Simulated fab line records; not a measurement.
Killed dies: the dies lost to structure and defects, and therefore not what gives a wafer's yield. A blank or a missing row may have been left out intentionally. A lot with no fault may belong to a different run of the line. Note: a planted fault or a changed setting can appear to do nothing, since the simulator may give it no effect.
The same fault as seen by 2 desks :: flow sky130 :: each desk holds nothing but its own numbers, with what lay behind them at the end

TOOL OWNER'S DESK, litho_track-03
The tool's own readings at SKY_SD_N_DEVELOP_06 (develop time 60 s): means of the sampled wafers that have a number, for each lot that ran on this tool. Any lot whose mean is over 4 standard deviations away from the usual mean is out of limits and marked OUT; that distance is given in the brackets.
Columns: A = chill_plate_temp_C at SKY_SD_N_DEVELOP_06, usual 23.01 C; B = developer_temp_C at SKY_SD_N_DEVELOP_06, usual 23.01 C
lot: L824
first seen here: day 30 09:50
A: 22.95
B: 23.08

lot: L833
first seen here: day 33 02:26
A: 23.03
B: 22.06 (-8.6) OUT

lot: L836
first seen here: day 33 16:47
A: 22.96
B: 22.04 (-8.8) OUT

lot: L840
first seen here: day 34 17:23
A: 22.99
B: 22.24 (-7.0) OUT
Finding of this desk: L833, L836, L840 out of limits; the first was L833 at day 33 02:26, on developer_temp_C at SKY_SD_N_DEVELOP_06. Within limits: L824.

AT THE METROLOGY DESK
Means of the sampled wafers that have a number, per lot and without regard to the tool the lot ran on: this is what the gauges read. Any lot whose mean is over 4 standard deviations away from the usual mean is out of limits and marked OUT; that distance is given in the brackets.
Columns: A = RES_XHIGH_TW at SKY_RES_XHIGH_TW_MEAS_09, usual 1627; B = cd_nm at SKY_SD_N_CD_MEAS_07, usual 380.6 nm
lot: L824
first seen here: day 29 05:37
A: 1640
B: 380.0

lot: L830
first seen here: day 30 18:48
A: 1633
B: 382.5

lot: L833
first seen here: day 31 22:19
A: 1635
B: 382.6

lot: L836
first seen here: day 32 14:16
A: 1606
B: 386.1

lot: L840
first seen here: day 33 14:17
A: 1624
B: 384.6

lot: L841
first seen here: day 33 19:32
A: 1623
B: 378.7

lot: L843
first seen here: day 34 13:59
A: 1646
B: 381.6
This desk found nothing out of limits on any of the 7 lots.

TAKEN TOGETHER
The tool owner's desk had the chance to raise an alarm at day 33 02:26 on L833, L836, L840.
Nothing out of limits was seen by the metrology desk.
The metrology desk holds a record of L833, L836, L840, inside its limits.
All the named lots went through SKY_SD_N_DEVELOP_06 on litho_track-03.

WHAT THE SIMULATOR PUT IN
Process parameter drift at SKY_SD_N_DEVELOP_06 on litho_track-03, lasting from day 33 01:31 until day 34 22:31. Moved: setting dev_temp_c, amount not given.
Shown lots that were struck: L833, L836, L840.
How many hours passed from the start of the fault until each desk's first out-of-limits reading: the tool owner's desk, 1.
